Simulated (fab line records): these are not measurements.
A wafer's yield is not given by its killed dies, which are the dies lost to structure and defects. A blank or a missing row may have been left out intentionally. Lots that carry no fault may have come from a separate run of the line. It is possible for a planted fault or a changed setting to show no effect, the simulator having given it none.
A lot that was struck, set against a sound lot + flow sky130 + 16 out of 708 route steps
Sound: the wafers L692.1, L692.4, L692.5. Wafers struck: L697.3, L697.5, L697.6. At the end, the cause is stated.
For every step that has rows: the tool of each side, followed by ch and its chambers, followed by its first start. Under that, the readings that differ: sound wafers + struck wafers + difference of the means + sigmas: that difference in standard deviations of wafers without a fault.
alike: words and numbers the same on both sides, and readings whose means are apart by under 2 such deviations; not compared: readings that were withheld, readings missing a value for some wafer, numbers with overlapping values and no deviation given by the record, and bounds like >300 which may hide the same value.
Wherever a step has rows on one side only, a row that says differs or no value, or a row with sigmas, the two part there. Numbers that don't overlap but have no deviation are shown without sigmas and don't part them. A reading missing from all wafers of one side parts the sides only when that side holds two or more wafers.

first, 3 steps without rows for these wafers: SKY_SONOS_TUNNEL_EXPOSE_04 (exposes mask TUNM, target cd 410 nm); SKY_SONOS_TUNNEL_PEB_05; SKY_SONOS_TUNNEL_DEVELOP_06 (develop time 60 s).
SKY_SONOS_TUNNEL_CD_MEAS_07: the cd target is 410 nm.
  struck on cd_sem-01, day 13 03:34; sound on cd_sem-02, day 11 04:26
  alike: cd_nm
SKY_SONOS_TUNNEL_OVL_MEAS_08:
  struck on overlay-01, day 13 03:40; sound on overlay-01, day 11 04:34
| reading               | sound        | struck      | difference | sigmas |
|-----------------------|--------------|-------------|------------|--------|
| SONOS_TUNNEL_OVL (nm) | -1.9 1.0 0.9 | 2.4 2.4 3.3 | +2.7       | +2     |
then, 3 steps without rows for these wafers: SKY_SONOS_TUNNEL_IMPLANT_09; SKY_SONOS_TUNNEL_WET_ETCH_10 (etches SiO2 in dHF, target depth 14 nm, time 280 s); SKY_SONOS_TUNNEL_STRIP_11 (strips in SPM, time 600 s).
SKY_SONOS_TUNNEL_TW_MEAS_12:
  struck on film_metro-01, day 13 04:08; sound on film_metro-01, day 11 05:01
  alike: SONOS_TUNNEL_TW
then, 2 steps without rows for these wafers: SKY_SONOS_TUNNEL_CLEAN_13 (cleans in dHF, time 20 s); SKY_SONOS_ONO_OXIDATION_00 (stabilise 600 s, purge 300 s, target thk 2.6 nm).
SKY_SONOS_ONO_THK_MEAS_01:
  struck on film_metro-01, day 13 06:30; sound on film_metro-03, day 11 09:48
| reading                      | sound          | struck         | difference | sigmas |
|------------------------------|----------------|----------------|------------|--------|
| SONOS_ONO_OXIDATION_THK (nm) | 2.63 2.70 2.64 | 2.56 2.51 2.54 | -0.12      | -2     |
SKY_SONOS_ONO_CVD_02: deposits Si3N4 from DCS/NH3, target thk 10.5 nm, time 180 s.
  sound on lpcvd-02 ch 0, day 11 10:17; struck on lpcvd-02 ch 0, day 13 07:53
| reading                                     | sound             | struck            | difference | sigmas |
|---------------------------------------------|-------------------|-------------------|------------|--------|
| spike_tc_centre_C (C)                       | 772.6 771.1 772.9 | 790.4 789.8 789.3 | +17.6      | +15    |
| zone_power_centre_pct (%)                   | 14.30 14.38 14.15 | 19.25 19.34 19.40 | +5.05      | +34    |
| zone_power_lower_pct (%)                    | 12.28 12.33 11.98 | 9.90 9.87 10.07   | -2.25      | -12    |
| zone_power_upper_pct (%)                    | 13.19 13.07 13.17 | 10.71 10.67 10.51 | -2.51      | -10    |
| model.Si3N4_of_SONOS_ONO_CVD_02.thk_nm (nm) | 10.69 10.64 10.55 | 12.19 12.04 11.99 | +1.45      |        |
SKY_SONOS_ONO_THK_MEAS_03:
  struck on film_metro-01, day 13 08:57; sound on film_metro-02, day 11 11:21
| reading                   | sound             | struck            | difference | sigmas |
|---------------------------|-------------------|-------------------|------------|--------|
| SONOS_ONO_CVD_02_THK (nm) | 10.74 10.67 10.57 | 12.20 12.03 12.04 | +1.43      | +10    |
then, 1 step without rows for these wafers: SKY_SONOS_ONO_CVD_04 (deposits SiO2 from SiH4/N2O, target thk 5.7199 nm).
-- a jump in the record: the struck wafers' starts before and after are 34 days apart (it breaks off in module SONOS_ONO and resumes in module PAD_OPEN, where the first step shown is number 708 of the route) --
SKY_PAD_OPEN_PROBE_99:
  struck on prober-02, day 47 05:01; sound on prober-01, day 45 15:59
| reading                                 | sound                | struck               | difference | sigmas |
|-----------------------------------------|----------------------|----------------------|------------|--------|
| model.etest.sonos_erased.drive_ua_um    | 201.2 173.3 203      | 156.3 161.7 135.5    | -41.3      |        |
| model.etest.sonos_uncharged.r_on_ohm_um | 794.8 803.7 812.8    | 823.6 837.7 821.7    | +23.9      |        |
| model.etest.cap_ono.gate_log10_a_cm2    | -8.143 -8.08 -8.023  | -8.966 -8.789 -8.775 | -0.761     |        |
| model.etest.cap_ono.gate_bv_v (V)       | 16.74 16.25 16.2     | 16.95 17.06 17.48    | +0.77      |        |
| model.etest.cap_ono.tox_acc_nm (nm)     | 13.09 13.01 12.92    | 13.71 13.54 13.52    | +0.58      |        |
| model.etest.sonos_programmed.vt_v (V)   | 1.386 1.435 1.419    | 1.007 1.077 1.086    | -0.357     |        |
| model.etest.sonos_erased.vt_v (V)       | -2.235 -2.211 -2.289 | -1.892 -1.972 -1.937 | +0.311     |        |
| model.etest.sonos_baked.vt_v (V)        | 0.901 0.9107 0.8958  | 0.6206 0.7497 0.7227 | -0.2048    |        |
  alike: killed_at_M0_to_M3, killed_at_M4_up, killed_at_contacts, killed_at_front_end, killed_at_other, killed_dies, killed_open, killed_short

== WHERE THEY PART ==
First at SKY_SONOS_TUNNEL_OVL_MEAS_08; last, within this record, at SKY_SONOS_ONO_THK_MEAS_03. Later steps at which nothing parts them and some readings are alike: SKY_PAD_OPEN_PROBE_99.

WHY: what had been put in by the simulator
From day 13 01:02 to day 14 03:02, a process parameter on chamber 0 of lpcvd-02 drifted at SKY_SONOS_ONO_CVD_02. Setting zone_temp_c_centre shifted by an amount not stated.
